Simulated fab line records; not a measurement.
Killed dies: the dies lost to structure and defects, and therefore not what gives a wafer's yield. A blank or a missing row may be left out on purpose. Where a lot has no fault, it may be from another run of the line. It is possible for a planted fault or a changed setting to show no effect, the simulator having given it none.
fab line records + flow sky130
record
- lots=14
- wafers=41
- last-day=50
route steps=708 shown VIA2@522
lots with no fault: from the same line, run without faults
start-h: hours from the record's first day to the start of the lot's first wafer shown + wait-h: hours from the lot's prior step to this one + " as in the row above + L1.1+2: one row covering several wafers at once + - no value present, or no start provided + * or withheld: withheld + < > ~ a bound
route shown NAME@n: a module of which the file shows steps, and the number in the route of the first + usual: mean/standard deviation of fault-free wafers + same: alike in all rows + chamber/n: place in a boat + sites: each site's reading + _std_site: standard deviation of those values + _edge_site: inner sites' mean taken away from outer sites' mean + radius-mm: for every site, how far away it sits from the centre of the wafer + mask NAME#n: copy n + behind: the most recent tool/chamber to have shaped the wafer + hold: why the lot was held/for how many hours/how that ended + device: which transistor (n, p or np) failed to switch + end of line: the tests these same wafers got at the end of their route + a step without rows: its recipe alone + killed: dies that structure and defects cost at the first sort, which is not the same as the wafer's yield + map: dies across one wafer; x = killed, . = not, _ = none there
set.NAME: the setting as run; set.NAME@STEP: as run at that earlier step + model.NAME: the simulator's own value behind a step, which no gauge read
the route's steps for a sample of lots (tables are steps, rows are wafers)
services: a tool's chamber out of use, with start hour (start-h, from the record's first day; less than 0 if before it), hours out, and reason
## steps
# step SKY_VIA2_ETCH_15
# recipe
- target=SiO2
- chemistry=C4F8/O2/Ar
- target-depth-nm=546
- stop-on=TiN
- mask-material=KrF-thick
- source-w=1500
- bias-w=1200
- pressure-mtorr=40
- c4f8-flow-sccm=withheld
- O2_flow_sccm=6
- Ar_flow_sccm=300
- time-s=84
# usual
- bias-w=1200/3.6
- oes-product-au=0.939/0.005
- rf-fwd-power-W=1489/5.1
| lot.wafer | tool        | chamber | start-h | wait-h | bias-w | oes-product-au | rf-fwd-power-W | rf-hours-counter-h |
|-----------|-------------|---------|---------|--------|--------|----------------|----------------|--------------------|
| L316.3    | rie-diel-02 | 2       | 866.58  | 0.0    | 1203   | 0.948          | 1492           | 7                  |
| L316.5    | "           | 1       | "       | "      | 1202   | 0.944          | 1497           | -                  |
| L316.6    | "           | 0       | "       | "      | 1210   | 0.932          | 1486           | -                  |
| L317.1    | rie-diel-01 | 1       | 866.93  | 0.0    | 1204   | 0.929          | 1486           | 13                 |
| L317.2    | "           | 0       | "       | "      | 1205   | 0.939          | 1487           | 22                 |
| L317.5    | "           | 2       | "       | "      | 1201   | 0.936          | 1493           | -                  |
| L318.1    | rie-diel-03 | 2       | 870.49  | 0.0    | 1195   | 0.944          | 1492           | 18                 |
| L318.2    | "           | 0       | "       | "      | 1200   | 0.940          | 1496           | 4                  |
| L318.3    | "           | 1       | "       | "      | 1201   | 0.939          | 1497           | 20                 |
| L319.1    | rie-diel-03 | 2       | 880.24  | 0.0    | 1195   | 0.936          | 1485           | 18                 |
| L319.3    | "           | 3       | "       | "      | 1197   | 0.943          | 1482           | 15                 |
| L319.6    | "           | 0       | "       | "      | 1208   | 0.941          | 1484           | -                  |
| L320.3    | rie-diel-03 | 1       | 885.43  | 0.0    | 1194   | 0.937          | 1495           | 21                 |
| L320.4    | "           | 3       | "       | "      | 1200   | 0.933          | 1482           | 16                 |
| L320.5    | "           | 0       | "       | "      | 1204   | 0.931          | 1491           | -                  |
| L321.1    | rie-diel-02 | 2       | 901.03  | 0.0    | 1200   | 0.947          | 1492           | 8                  |
| L321.2    | "           | 1       | "       | "      | 1200   | 0.943          | 1492           | 15                 |
| L321.3    | "           | 3       | "       | "      | 1202   | 0.942          | 1486           | 4                  |
| L323.1    | rie-diel-02 | 2       | 908.57  | 0.0    | 1202   | 0.933          | 1491           | 8                  |
| L323.2    | "           | 1       | "       | "      | 1196   | 0.938          | 1494           | 16                 |
| L323.4    | "           | 3       | "       | "      | 1204   | 0.930          | 1484           | -                  |
| L324.1    | rie-diel-03 | 3       | 917.09  | 0.0    | 1193   | 0.935          | 1489           | 17                 |
| L324.3    | "           | 1       | "       | "      | 1199   | 0.942          | 1488           | 22                 |
| L324.4    | "           | 0       | "       | "      | 1203   | 0.943          | 1494           | 5                  |
| L327.5    | rie-diel-02 | 1       | 941.57  | 0.0    | 1199   | 0.949          | 1729           | -                  |
| L327.6    | "           | 0       | "       | "      | 1193   | 0.947          | 1733           | -                  |
| L328.2    | rie-diel-03 | 0       | 946.29  | 0.0    | 1198   | 0.937          | 1493           | 6                  |
| L328.5    | "           | 3       | "       | "      | 1202   | 0.944          | 1477           | -                  |
| L328.6    | "           | 0       | "       | "      | 1206   | 0.936          | 1491           | -                  |
| L329.1    | rie-diel-01 | 0       | 949.33  | 0.0    | 1202   | 0.939          | 1486           | 26                 |
| L329.5    | "           | 3       | "       | "      | 1196   | 0.939          | 1490           | -                  |
| L329.6    | "           | 2       | "       | "      | 1200   | 0.937          | 1492           | -                  |
| L330.3    | rie-diel-02 | 0       | 958.48  | 0.0    | 1202   | 0.938          | 1724           | 1                  |
| L330.4    | "           | 2       | "       | "      | 1203   | 0.941          | 1732           | 10                 |
| L330.5    | "           | 2       | "       | "      | 1199   | 0.937          | 1735           | -                  |
| L336.2    | rie-diel-03 | 2       | 996.32  | 0.0    | 1198   | 0.938          | 1492           | 21                 |
| L336.4    | "           | 1       | "       | "      | 1202   | 0.946          | 1491           | 25                 |
| L336.6    | "           | 2       | "       | "      | 1199   | 0.943          | 1496           | -                  |
| L337.4    | rie-diel-01 | 1       | 1007.77 | 0.0    | 1198   | 0.943          | 1498           | 17                 |
| L337.5    | "           | 3       | "       | "      | 1199   | 0.937          | 1493           | -                  |
| L337.6    | "           | 2       | "       | "      | 1202   | 0.937          | 1496           | -                  |
## services
| tool        | chamber | start-h | hours | kind           |
|-------------|---------|---------|-------|----------------|
| rie-diel-02 | -       | 877.44  | 2.8   | pm             |
| rie-diel-02 | 0       | 882.00  | 2.7   | repair         |
| rie-diel-02 | 0       | 884.71  | -     | clean          |
| rie-diel-02 | 0       | 884.71  | 28.9  | scheduled-down |
| rie-diel-02 | 0       | 884.71  | 28.9  | vent-cycle     |
| rie-diel-01 | 1       | 889.10  | 5.4   | repair         |
| rie-diel-03 | 2       | 961.17  | 34.1  | repair         |
| rie-diel-01 | 1       | 962.12  | 8.7   | repair         |
| rie-diel-03 | -       | 974.49  | 1.3   | repair         |
| rie-diel-01 | 1       | 977.62  | 4.6   | repair         |
| rie-diel-01 | 0       | 978.64  | 4.1   | repair         |
## key
first-sign
- step=SKY_VIA2_ETCH_15
- reading=rf-fwd-power-W
- direction=up
- sigmas=47
- usual=1489
- struck=1731
effect none on later readings
met-at SKY_VIA2_ETCH_15
struck-lots L327,L330
onset-between 908.57 941.57
fault
- kind=process-parameter-drift
- tool=rie-diel-02
- chamber=-
- onset-h=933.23
- steps=SKY_VIA2_ETCH_15
- channel=source-w
- offset=240
- shape=step
- end-h=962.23
- acts-in=these-recipes-only
- stated=1500
